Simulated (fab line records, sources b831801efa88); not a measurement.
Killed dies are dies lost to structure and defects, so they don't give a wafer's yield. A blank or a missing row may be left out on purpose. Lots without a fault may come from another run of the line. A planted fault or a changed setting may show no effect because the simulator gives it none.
fab line records | flow sfq_line
record lots=5 wafers=27
route steps=325 shown L0@3 M0@29 M1@69 I1@73 M3@130 M4@159 I4@174
start_h: hours from the record's first day to the start of the lot's first wafer shown | wait_h: hours since the lot's step before | " the same as in the row above | L1.1+2: a row that stands for several wafers | - no value, or no start given | * or withheld: withheld | < > ~ a bound
route shown NAME@n: a module of which the file shows steps, and the number in the route of the first | usual: mean/standard deviation of fault-free wafers | same: alike in all rows | chamber/n: place in a boat | sites: the reading at each site | _std_site: their standard deviation | _edge_site: outer sites' mean less inner sites' | radius_mm: how far each site lies from the wafer's centre | mask NAME#n: copy n | behind: the tool/chamber that last shaped the wafer | hold: why the lot was held/for how many hours/how that ended | device: the transistor (n, p or np) that didn't switch | end of line: the same wafers' tests at the end of the route | a step without rows: its recipe alone | killed: dies lost to structure and defects at the first sort, not the wafer's yield | map: a wafer's dies, x killed, . not, _ none there
set.NAME: the setting as run; set.NAME@STEP: as run at that earlier step | model.NAME: the simulator's own value behind a step, which no gauge read
lots whose settings were changed on purpose; a table a step, a row a wafer
## steps
# step SFQ_TRILAYER_L0_DEP_SPUTTER_003
# recipe material=MoNx_KI base_pressure_pa=1.33e-06 target_thk_nm=40 power_w=800 time_s=100 chamber_pressure_pa=0.4
# columns lot.wafer tool chamber start_h wait_h set.time_s model.MoNx_KI_of_TRILAYER_L0_DEP_SPUTTER_003.thk_nm
L074.1 pvd_sputter-06 - 12.49 0.0 100 39.77
L074.2 " - " " 100 39.01
L074.3 " - " " 100 39.79
L074.4 " - " " 141.8 56.39
L074.5 " - " " 141.8 56.21
L074.6 " - " " 141.8 55.99
L080.1 pvd_sputter-05 - 42.49 0.0 100 39.18
L080.2 " - " " 100 39.74
L080.5 " - " " 100 39.66
L081.1 pvd_sputter-03 - 47.49 0.0 75.43 30.74
L081.2 " - " " 100 40.85
L081.3 " - " " 75.43 30.68
L081.4 " - " " 100 41.12
L081.5 " - " " 100 40.31
L081.6 " - " " 75.43 30.73
L083.1 pvd_sputter-03 - 57.49 0.0 100 40.45
L083.2 " - " " 66.62 27.14
L083.3 " - " " 66.62 27.37
L083.4 " - " " 100 40.55
L083.5 " - " " 100 40.58
L083.6 " - " " 66.62 27.51
L084.1 pvd_sputter-05 - 62.49 0.0 74.27 29.16
L084.2 " - " " 100 39.79
L084.3 " - " " 100 39.78
L084.4 " - " " 74.27 29.49
L084.5 " - " " 100 40.38
L084.6 " - " " 74.27 29.68
# step SFQ_L0_RS_MEAS_901
# recipe thk_meas_gauge=four-point-probe reads=MoNx_KI_of_TRILAYER_L0_DEP_SPUTTER_003
# usual L0_MONX_KI_RS=43.5/0.67
# columns lot.wafer tool chamber start_h wait_h set.time_s@TRILAYER_L0_DEP_SPUTTER_003 L0_MONX_KI_RS[ohm/sq]
L074.1 film_metro-02 - 12.56 0.0 100 43.8
L074.2 " - " " 100 44.7
L074.3 " - " " 100 43.8
L074.4 " - " " 141.8 30.9
L074.5 " - " " 141.8 31.0
L074.6 " - " " 141.8 31.1
L080.1 film_metro-02 - 42.56 0.0 100 44.5
L080.2 " - " " 100 43.8
L080.5 " - " " 100 43.9
L081.1 film_metro-04 - 47.56 0.0 75.43 56.5
L081.2 " - " " 100 42.5
L081.3 " - " " 75.43 56.5
L081.4 " - " " 100 42.2
L081.5 " - " " 100 43.0
L081.6 " - " " 75.43 56.5
L083.1 film_metro-01 - 57.56 0.0 100 43.0
L083.2 " - " " 66.62 64.1
L083.3 " - " " 66.62 63.6
L083.4 " - " " 100 42.9
L083.5 " - " " 100 43.0
L083.6 " - " " 66.62 63.3
L084.1 film_metro-02 - 62.92 0.4 74.27 59.8
L084.2 " - " " 100 43.8
L084.3 " - " " 100 43.6
L084.4 " - " " 74.27 59.0
L084.5 " - " " 100 43.1
L084.6 " - " " 74.27 58.7
# step SFQ_L0_THK_MEAS_902
# recipe thk_meas_gauge=xrf reads=MoNx_KI_of_TRILAYER_L0_DEP_SPUTTER_003
# usual L0_MONX_KI_THK=39.3/0.58
# columns lot.wafer tool chamber start_h wait_h set.time_s@TRILAYER_L0_DEP_SPUTTER_003 L0_MONX_KI_THK[nm]
L074.1 film_metro-02 - 12.68 0.1 100 39.3
L074.2 " - " " 100 38.0
L074.3 " - " " 100 39.1
L074.4 " - " " 141.8 55.2
L074.5 " - " " 141.8 55.1
L074.6 " - " " 141.8 54.7
L080.1 film_metro-02 - 42.68 0.1 100 38.4
L080.2 " - " " 100 39.0
L080.5 " - " " 100 38.9
L081.1 film_metro-04 - 47.68 0.1 75.43 30.2
L081.2 " - " " 100 40.3
L081.3 " - " " 75.43 30.1
L081.4 " - " " 100 40.4
L081.5 " - " " 100 40.0
L081.6 " - " " 75.43 30.4
L083.1 film_metro-01 - 57.68 0.1 100 39.9
L083.2 " - " " 66.62 27.0
L083.3 " - " " 66.62 27.0
L083.4 " - " " 100 40.1
L083.5 " - " " 100 40.0
L083.6 " - " " 66.62 27.1
L084.1 film_metro-02 - 63.04 0.1 74.27 28.5
L084.2 " - " " 100 38.9
L084.3 " - " " 100 39.1
L084.4 " - " " 74.27 29.0
L084.5 " - " " 100 39.3
L084.6 " - " " 74.27 29.1
# step SFQ_TRILAYER_L0_LITHO_COAT_010
# recipe resist=BARC spin_rpm=3000 resist_thk_nm=62
# step SFQ_TRILAYER_L0_LITHO_COAT_005
# recipe resist=KrF spin_rpm=3000 resist_thk_nm=600
# step SFQ_TRILAYER_L0_LITHO_DEVELOP_007
# recipe time_s=60 resist=KrF
# step SFQ_TRILAYER_L0_BARC_OPEN_METAL_ETCH_010
# recipe mask_material=PR chemistry=O2 target_depth_nm=125 target=BARC icp_w=600 bias_w=80 pressure_mtorr=10 time_s=41.7
# step SFQ_TRILAYER_L0_ETCH_METAL_ETCH_008
# recipe target=MoNx_KI stop_on=SiO2 mask_material=PR chemistry=SF6/O2 target_depth_nm=50 icp_w=600 bias_w=80 pressure_mtorr=10 time_s=25
# usual oes_product_au=0.874/0.0089
# columns lot.wafer tool chamber start_h wait_h set.time_s@TRILAYER_L0_DEP_SPUTTER_003 oes_product_au
L074.1 rie_metal-01 1 36.14 0.0 100 0.876
L074.2 " 0 " " 100 0.849
L074.3 " 1 " " 100 0.874
L074.4 " 0 " " 141.8 0.998
L074.5 " 0 " " 141.8 1.011
L074.6 " 1 " " 141.8 0.998
L080.1 rie_metal-03 0 72.99 0.0 100 0.859
L080.2 " 1 " " 100 0.874
L080.5 " 1 " " 100 0.871
L081.1 rie_metal-04 1 77.79 0.0 75.43 0.761
L081.2 " 0 " " 100 0.877
L081.3 " 0 " " 75.43 0.758
L081.4 " 1 " " 100 0.890
L081.5 " 0 " " 100 0.878
L081.6 " 1 " " 75.43 0.758
L083.1 rie_metal-04 1 82.59 0.0 100 0.878
L083.2 " 0 " " 66.62 0.719
L083.3 " 1 " " 66.62 0.720
L083.4 " 0 " " 100 0.886
L083.5 " 0 " " 100 0.889
L083.6 " 1 " " 66.62 0.722
L084.1 rie_metal-03 1 88.59 0.0 74.27 0.742
L084.2 " 0 " " 100 0.866
L084.3 " 0 " " 100 0.874
L084.4 " 1 " " 74.27 0.739
L084.5 " 1 " " 100 0.879
L084.6 " 0 " " 74.27 0.747
# step SFQ_TRILAYER_M0_DEP_SPUTTER_019
# recipe material=Nb base_pressure_pa=1.33e-06 chamber_pressure_pa=0.1333 substrate_temp_c=20 resputter_cathode_voltage_v=400 target_thk_nm=200 power_w=2000 time_s=133.3
# columns lot.wafer tool chamber start_h wait_h set.time_s model.Nb_of_TRILAYER_M0_DEP_SPUTTER_019.thk_nm
L074.1 pvd_sputter-04 - 98.05 0.0 86.69 133.2
L074.2 " - " " 86.69 131.1
L074.3 " - " " 133.3 200.4
L074.4 " - " " 133.3 202.7
L074.5 " - " " 86.69 129.8
L074.6 " - " " 133.3 202.8
L080.1 pvd_sputter-06 - 138.85 0.0 133.3 201.3
L080.2 " - " " 133.3 201
L080.5 " - " " 133.3 201.4
L081.1 pvd_sputter-04 - 145.45 0.0 133.3 201.4
L081.2 " - " " 66.79 101.7
L081.3 " - " " 133.3 200.8
L081.4 " - " " 133.3 201.9
L081.5 " - " " 66.79 100.7
L081.6 " - " " 66.79 104.1
L083.1 pvd_sputter-04 - 152.05 0.0 104.2 157
L083.2 " - " " 104.2 158.7
L083.3 " - " " 104.2 159
L083.4 " - " " 133.3 202.8
L083.5+6 " - " " 133.3 201.8
L084.1 pvd_sputter-05 - 160.55 0.0 133.3 201
L084.2 " - " " 203.4 304.9
L084.3 " - " " 203.4 308.7
L084.4 " - " " 203.4 306.1
L084.5 " - " " 133.3 199.9
L084.6 " - " " 133.3 199.6
# step SFQ_M0_RS_MEAS_904
# recipe thk_meas_gauge=four-point-probe reads=Nb_of_TRILAYER_M0_DEP_SPUTTER_019
# usual M0_NB_RS=0.884/0.0098
# columns lot.wafer tool chamber start_h wait_h set.time_s@TRILAYER_M0_DEP_SPUTTER_019 M0_NB_RS[ohm/sq]
L074.1 film_metro-01 - 98.14 0.0 86.69 1.345
L074.2 " - " " 86.69 1.365
L074.3 " - " " 133.3 0.886
L074.4 " - " " 133.3 0.878
L074.5 " - " " 86.69 1.378
L074.6 " - " " 133.3 0.878
L080.1 film_metro-01 - 138.94 0.0 133.3 0.884
L080.2 " - " " 133.3 0.885
L080.5 " - " " 133.3 0.883
L081.1 film_metro-01 - 145.54 0.0 133.3 0.886
L081.2 " - " " 66.79 1.769
L081.3 " - " " 133.3 0.887
L081.4 " - " " 133.3 0.882
L081.5 " - " " 66.79 1.790
L081.6 " - " " 66.79 1.733
L083.1 film_metro-03 - 152.14 0.0 104.2 1.133
L083.2 " - " " 104.2 1.122
L083.3 " - " " 104.2 1.120
L083.4 " - " " 133.3 0.876
L083.5 " - " " 133.3 0.880
L083.6 " - " " 133.3 0.879
L084.1 film_metro-01 - 160.64 0.0 133.3 0.887
L084.2 " - " " 203.4 0.581
L084.3 " - " " 203.4 0.575
L084.4 " - " " 203.4 0.579
L084.5 " - " " 133.3 0.892
L084.6 " - " " 133.3 0.894
# step SFQ_TRILAYER_M0_LITHO_COAT_026
# recipe resist=BARC spin_rpm=3000 resist_thk_nm=62
# step SFQ_TRILAYER_M0_BARC_OPEN_METAL_ETCH_031
# recipe mask_material=PR chemistry=O2 target_depth_nm=125 target=BARC icp_w=600 bias_w=80 pressure_mtorr=10 time_s=41.7
# step SFQ_TRILAYER_M0_ETCH_METAL_ETCH_024
# recipe target=Nb stop_on=SiO2 mask_material=PR chemistry=Cl2/Ar target_depth_nm=240 icp_w=600 bias_w=80 pressure_mtorr=10 time_s=120
# usual oes_product_au=0.898/0.0074
# columns lot.wafer tool chamber start_h wait_h set.time_s@TRILAYER_M0_DEP_SPUTTER_019 oes_product_au
L074.1 rie_metal-03 0 169.32 0.0 86.69 0.733
L074.2 " 1 " " 86.69 0.709
L074.3 " 1 " " 133.3 0.889
L074.4 " 0 " " 133.3 0.904
L074.5 " 1 " " 86.69 0.715
L074.6 " 0 " " 133.3 0.904
L080.1 rie_metal-04 0 217.50 0.0 133.3 0.904
L080.2 " 1 " " 133.3 0.904
L080.5 " 0 " " 133.3 0.902
L081.1 rie_metal-02 0 227.10 0.0 133.3 0.898
L081.2 " 1 " " 66.79 0.642
L081.3 " 0 " " 133.3 0.902
L081.4 " 1 " " 133.3 0.902
L081.5 " 1 " " 66.79 0.633
L081.6 " 0 " " 66.79 0.645
L083.1 rie_metal-02 1 234.30 0.0 104.2 0.783
L083.2 " 0 " " 104.2 0.782
L083.3 " 0 " " 104.2 0.797
L083.4 " 1 " " 133.3 0.903
L083.5 " 1 " " 133.3 0.904
L083.6 " 0 " " 133.3 0.906
L084.1 rie_metal-02 0 242.70 0.0 133.3 0.891
L084.2 " 1 " " 203.4 1.000
L084.3 " 0 " " 203.4 0.981
L084.4 " 1 " " 203.4 0.992
L084.5 " 1 " " 133.3 0.896
L084.6 " 0 " " 133.3 0.900
# step SFQ_TRILAYER_M1_BARC_OPEN_METAL_ETCH_054
# recipe mask_material=PR chemistry=O2 target_depth_nm=125 target=BARC icp_w=600 bias_w=80 pressure_mtorr=10 time_s=41.7
# usual oes_product_au=0.685/0.0046
# columns lot.wafer tool chamber start_h wait_h set.time_s oes_product_au model.KrF_of_TRILAYER_M1_LITHO_COAT_039.thk_nm
L074.1 rie_metal-04 1 296.64 0.0 41.7 0.682 522.6
L074.2 " 0 " " 25.03 0.892 544.4
L074.3 " 1 " " 41.7 0.686 523.6
L074.4 " 0 " " 25.03 0.889 542.3
L074.5 " 0 " " 41.7 0.678 523.1
L074.6 " 1 " " 25.03 0.885 544.1
L080.1 rie_metal-04 0 354.34 0.0 41.7 0.683 524
L080.2 " 1 " " 41.7 0.683 523.6
L080.5 " 1 " " 41.7 0.688 521.5
L081.1 rie_metal-01 1 364.42 0.0 25.27 0.885 547
L081.2 " 0 " " 41.7 0.678 524.9
L081.3 " 1 " " 41.7 0.686 526.8
L081.4 " 0 " " 25.27 0.889 545.4
L081.5 " 1 " " 41.7 0.695 526.7
L081.6 " 0 " " 25.27 0.886 545.1
L083.1 rie_metal-03 1 382.86 0.0 41.7 0.681 526.3
L083.2 " 0 " " 24.89 0.897 545.8
L083.3 " 0 " " 41.7 0.681 525.9
L083.4 " 1 " " 24.89 0.889 545.4
L083.5 " 0 " " 41.7 0.692 524.8
L083.6 " 1 " " 24.89 0.883 546.4
L084.1 rie_metal-04 0 392.46 0.0 41.7 0.694 523.2
L084.2 " 1 " " 66.53 0.643 492
L084.3 " 1 " " 41.7 0.683 524.2
L084.4 " 0 " " 66.53 0.642 488.9
L084.5 " 0 " " 41.7 0.693 522.3
L084.6 " 1 " " 66.53 0.632 492.1
# step SFQ_TRILAYER_I1_DEP_PECVD_045
# recipe material=SiO2 temp_c=150 time_s=111.11 pressure_torr=2.4 rf_w=183.3 precursor=SiH4/N2O target_thk_nm=500
# columns lot.wafer tool chamber start_h wait_h set.time_s model.SiO2_of_TRILAYER_I1_DEP_PECVD_045.thk_nm
L074.1 pecvd-04 2 297.60 0.0 111.11 501
L074.2 " 1 " " 69.33 312.4
L074.3 " 0 " " 111.11 498.6
L074.4 " 2 " " 69.33 319.6
L074.5 " 0 " " 69.33 311.3
L074.6 " 1 " " 111.11 500.8
L080.1 pecvd-02 0 355.30 0.0 111.11 503.6
L080.2 " 1 " " 111.11 498
L080.5 " 2 " " 111.11 511.2
L081.1 pecvd-04 1 365.64 0.0 111.11 484.1
L081.2 " 0 " " 111.11 487.8
L081.3 " 2 " " 111.11 496.7
L081.4 " 2 " " 111.11 509.9
L081.5 " 0 " " 111.11 495.9
L081.6 " 1 " " 111.11 498.6
L083.1 pecvd-02 2 383.83 0.0 111.11 504.8
L083.2 " 1 " " 130.2 583
L083.3 " 0 " " 111.11 501.9
L083.4 " 1 " " 130.2 591.2
L083.5 " 0 " " 130.2 593.9
L083.6 " 2 " " 111.11 506.3
L084.1 pecvd-03 2 393.42 0.0 133.5 594.5
L084.2 " 1 " " 111.11 499.1
L084.3 " 0 " " 111.11 490
L084.4 " 1 " " 133.5 605.8
L084.5 " 0 " " 133.5 595.3
L084.6 " 2 " " 111.11 499.2
# step SFQ_TRILAYER_I1_CMP_CMP_046
# recipe material=SiO2 down_force_psi=3 platen_rpm=60 pad_velocity_m_s=0.94248
# usual time_to_endpoint_s=213/8
# columns lot.wafer tool chamber start_h wait_h set.time_s@TRILAYER_I1_DEP_PECVD_045 time_to_endpoint_s
L074.4 cmp-01 3 300.67 3.0 69.33 79
L074.3 " 0 " " 111.11 209
L074.2 " 1 " " 69.33 71
L074.1 " 2 " " 111.11 207
L074.5 " 3 " " 69.33 73
L074.6 " 0 " " 111.11 208
L080.2 cmp-01 1 368.33 13.0 111.11 204
L080.1 " 2 " " 111.11 213
L080.5 " 2 370.83 15.5 111.11 219
L081.2 cmp-01 1 377.33 11.7 111.11 205
L081.3 " 2 " " 111.11 212
L081.4 " 3 " " 111.11 223
L081.1 " 0 " " 111.11 207
L081.6 " 1 " " 111.11 202
L081.5 " 2 " " 111.11 213
L083.2 cmp-01 2 392.33 8.5 130.2 266
L083.3 " 3 " " 111.11 210
L083.1 " 0 " " 111.11 217
L083.4 " 1 " " 130.2 269
L083.6 " 2 " " 111.11 213
L083.5 " 3 " " 130.2 278
L084.4 cmp-01 2 401.33 7.8 133.5 282
L084.3 " 3 " " 111.11 210
L084.2 " 0 " " 111.11 212
L084.1 " 1 " " 133.5 278
L084.5 " 2 " " 133.5 283
L084.6 " 3 " " 111.11 207
# step SFQ_TRILAYER_M3_ETCH_METAL_ETCH_078
# recipe target=Nb stop_on=SiO2 mask_material=PR chemistry=Cl2/Ar target_depth_nm=240 icp_w=600 bias_w=80 pressure_mtorr=10 time_s=120
# usual oes_product_au=0.894/0.0062
# columns lot.wafer tool chamber start_h wait_h set.time_s oes_product_au model.M3.feature_depth_nm model.KrF_of_TRILAYER_M3_LITHO_COAT_075.thk_nm
L074.1 rie_metal-04 1 545.70 0.0 120 0.889 199.4 375.9
L074.2 " 0 " " 120 0.889 200.5 377.5
L074.3 " 0 " " 120 0.895 201 378.8
L074.4 " 1 " " 120 0.905 201.1 378.9
L074.5 " 1 " " 120 0.891 200.1 380.3
L074.6 " 0 " " 120 0.896 199.7 379.2
L080.1 rie_metal-01 0 595.75 0.0 120 0.898 200.2 387.4
L080.2 " 1 " " 120 0.893 198.4 386.6
L080.5 " 1 " " 120 0.889 197.1 385.7
L081.1 rie_metal-04 1 599.42 0.0 120 0.895 202.9 381.3
L081.2 " 0 " " 120 0.895 200.8 384.4
L081.3 " 0 " " 53.32 1.006 107.6 461.3
L081.4 " 1 " " 53.32 1.015 108.2 460.7
L081.5 " 0 " " 120 0.894 200.8 379.9
L081.6 " 1 " " 53.32 0.997 107.4 460.1
L083.1 rie_metal-03 0 618.35 0.0 179.8 0.855 213.2 314.1
L083.2 " 1 " " 179.8 0.861 208.1 317.9
L083.3 " 1 " " 120 0.884 197 386.3
L083.4 " 0 " " 120 0.895 198.9 383.5
L083.5 " 0 " " 120 0.894 198.4 386.2
L083.6 " 1 " " 179.8 0.857 210.1 321.4
L084.1 rie_metal-03 1 633.15 0.0 120 0.884 196.5 386.6
L084.2 " 0 " " 167.5 0.864 205.7 331.4
L084.3 " 0 " " 120 0.887 196.9 384.6
L084.4 " 1 " " 120 0.892 196 384.2
L084.5 " 1 " " 167.5 0.856 204.9 331.1
L084.6 " 0 " " 167.5 0.850 205.2 325.4
# step SFQ_TRILAYER_M4_BARC_OPEN_METAL_ETCH_123
# recipe mask_material=PR chemistry=O2 target_depth_nm=125 target=BARC icp_w=600 bias_w=80 pressure_mtorr=10 time_s=41.7
# usual oes_product_au=0.684/0.0048
# columns lot.wafer tool chamber start_h wait_h set.time_s oes_product_au model.KrF_of_TRILAYER_M4_LITHO_COAT_093.thk_nm
L074.1 rie_metal-03 0 852.56 0.0 26.3 0.855 542.4
L074.2 " 1 " " 41.7 0.678 524.2
L074.3 " 0 " " 41.7 0.678 523.9
L074.4 " 1 " " 26.3 0.860 542.9
L074.5 " 0 " " 41.7 0.680 522.1
L074.6 " 1 " " 26.3 0.868 543.6
L080.1 rie_metal-04 0 895.76 0.0 41.7 0.690 521.1
L080.2 " 1 " " 41.7 0.681 520.8
L080.5 " 1 " " 41.7 0.683 519.3
L081.1 rie_metal-04 0 906.68 0.0 63.96 0.642 492.6
L081.2 " 1 " " 63.96 0.640 491.3
L081.3 " 0 " " 63.96 0.627 492.2
L081.4 " 1 " " 41.7 0.682 518.8
L081.5 " 1 " " 41.7 0.692 521.6
L081.6 " 0 " " 41.7 0.689 520
L083.1 rie_metal-02 0 919.88 0.0 59.23 0.633 500
L083.2 " 1 " " 41.7 0.680 520
L083.3 " 0 " " 59.23 0.646 500.4
L083.4 " 1 " " 59.23 0.654 499.9
L083.5 " 0 " " 41.7 0.685 520.9
L083.6 " 1 " " 41.7 0.682 520.5
L084.1 rie_metal-03 1 924.68 0.0 41.7 0.688 522.9
L084.2 " 1 " " 41.7 0.679 522
L084.3 " 1 " " 41.7 0.684 522.7
L084.4 " 1 " " 41.7 0.686 521.4
L084.5 " 1 " " 41.7 0.682 520.6
L084.6 " 1 " " 41.7 0.679 521.3
# step SFQ_TRILAYER_I4_VIA_BARC_OPEN_VIA_ETCH_146
# recipe mask_material=PR chemistry=O2 target_depth_nm=125 target=BARC source_w=500 bias_w=80 pressure_mtorr=30 time_s=41.7
# usual oes_product_au=0.686/0.0042
# columns lot.wafer tool chamber start_h wait_h set.time_s oes_product_au model.KrF_of_TRILAYER_I4_VIA_LITHO_COAT_103.thk_nm
L074.1 rie_diel-04 2 900.69 0.0 48.37 0.668 565.9
L074.2 " 3 " " 48.37 0.668 565.9
L074.3 " 1 " " 41.7 0.693 574.5
L074.4 " 0 " " 48.37 0.671 567.5
L074.5 " 3 " " 41.7 0.688 572
L074.6 " 0 " " 41.7 0.686 576.2
L080.1 rie_diel-02 3 1052.76 0.0 41.7 0.681 572.2
L080.2 " 2 " " 41.7 0.693 573
L080.5 " 1 " " 41.7 0.683 572.8
L081.1 rie_diel-01 2 1062.36 0.0 41.7 0.686 567.9
L081.2 " 0 " " 26.08 0.866 588.1
L081.3 " 3 " " 41.7 0.678 570.4
L081.4 " 1 " " 26.08 0.862 588.3
L081.5 " 1 " " 26.08 0.870 588.6
L081.6 " 2 " " 41.7 0.678 570.3
L083.1 rie_diel-04 2 1082.89 0.0 16.83 1.006 601.7
L083.2 " 1 " " 41.7 0.686 570.3
L083.3 " 3 " " 41.7 0.682 572.3
L083.4 " 2 " " 41.7 0.684 569.9
L083.5 " 1 " " 16.83 0.989 603.1
L083.6 " 3 " " 16.83 0.998 602.2
L084.1 rie_diel-01 2 1085.29 0.0 66.54 0.644 541.7
L084.2 " 3 " " 66.54 0.641 544.2
L084.3 " 0 " " 66.54 0.641 541.1
L084.4 " 1 " " 41.7 0.686 574
L084.5 " 2 " " 41.7 0.683 572
L084.6 " 3 " " 41.7 0.687 575.1
## key
split step=SFQ_TRILAYER_L0_DEP_SPUTTER_003 setting=time_s stated=100 by=wafer
response step=SFQ_TRILAYER_L0_DEP_SPUTTER_003 reading=model.MoNx_KI_of_TRILAYER_L0_DEP_SPUTTER_003.thk_nm change=+0.401 per=1% r=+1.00
response step=SFQ_L0_RS_MEAS_901 reading=L0_MONX_KI_RS change=-0.481 per=1% r=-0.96
response step=SFQ_L0_THK_MEAS_902 reading=L0_MONX_KI_THK change=+0.392 per=1% r=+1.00
response step=SFQ_TRILAYER_L0_ETCH_METAL_ETCH_008 reading=oes_product_au change=+0.00424 per=1% r=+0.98
split step=SFQ_TRILAYER_M0_DEP_SPUTTER_019 setting=time_s stated=133.3 by=wafer
response step=SFQ_TRILAYER_M0_DEP_SPUTTER_019 reading=model.Nb_of_TRILAYER_M0_DEP_SPUTTER_019.thk_nm change=+2.01 per=1% r=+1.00
response step=SFQ_M0_RS_MEAS_904 reading=M0_NB_RS change=-0.0119 per=1% r=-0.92
response step=SFQ_TRILAYER_M0_ETCH_METAL_ETCH_024 reading=oes_product_au shape=bent at_lowest=0.640 at_stated=0.901 at_highest=0.991
split step=SFQ_TRILAYER_M1_BARC_OPEN_METAL_ETCH_054 setting=time_s stated=41.7 by=wafer
response step=SFQ_TRILAYER_M1_BARC_OPEN_METAL_ETCH_054 reading=oes_product_au shape=bent at_lowest=0.890 at_stated=0.686 at_highest=0.639
response step=SFQ_TRILAYER_M1_BARC_OPEN_METAL_ETCH_054 reading=model.KrF_of_TRILAYER_M1_LITHO_COAT_039.thk_nm change=-0.521 per=1% r=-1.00
split step=SFQ_TRILAYER_I1_DEP_PECVD_045 setting=time_s stated=111.11 by=wafer
response step=SFQ_TRILAYER_I1_DEP_PECVD_045 reading=model.SiO2_of_TRILAYER_I1_DEP_PECVD_045.thk_nm change=+4.97 per=1% r=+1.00
response step=SFQ_TRILAYER_I1_CMP_CMP_046 reading=time_to_endpoint_s change=* per=1% r=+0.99
split step=SFQ_TRILAYER_M3_ETCH_METAL_ETCH_078 setting=time_s stated=120 by=wafer
response step=SFQ_TRILAYER_M3_ETCH_METAL_ETCH_078 reading=oes_product_au change=-0.00128 per=1% r=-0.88
response step=SFQ_TRILAYER_M3_ETCH_METAL_ETCH_078 reading=model.M3.feature_depth_nm shape=bent at_lowest=107.7 at_stated=199.2 at_highest=210.5
response step=SFQ_TRILAYER_M3_ETCH_METAL_ETCH_078 reading=model.KrF_of_TRILAYER_M3_LITHO_COAT_075.thk_nm change=-1.39 per=1% r=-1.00
split step=SFQ_TRILAYER_M4_BARC_OPEN_METAL_ETCH_123 setting=time_s stated=41.7 by=wafer
response step=SFQ_TRILAYER_M4_BARC_OPEN_METAL_ETCH_123 reading=oes_product_au shape=bent at_lowest=0.861 at_stated=0.683 at_highest=0.636
response step=SFQ_TRILAYER_M4_BARC_OPEN_METAL_ETCH_123 reading=model.KrF_of_TRILAYER_M4_LITHO_COAT_093.thk_nm change=-0.515 per=1% r=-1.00
split step=SFQ_TRILAYER_I4_VIA_BARC_OPEN_VIA_ETCH_146 setting=time_s stated=41.7 by=wafer
response step=SFQ_TRILAYER_I4_VIA_BARC_OPEN_VIA_ETCH_146 reading=oes_product_au shape=bent at_lowest=0.998 at_stated=0.685 at_highest=0.642
response step=SFQ_TRILAYER_I4_VIA_BARC_OPEN_VIA_ETCH_146 reading=model.KrF_of_TRILAYER_I4_VIA_LITHO_COAT_103.thk_nm change=-0.522 per=1% r=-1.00
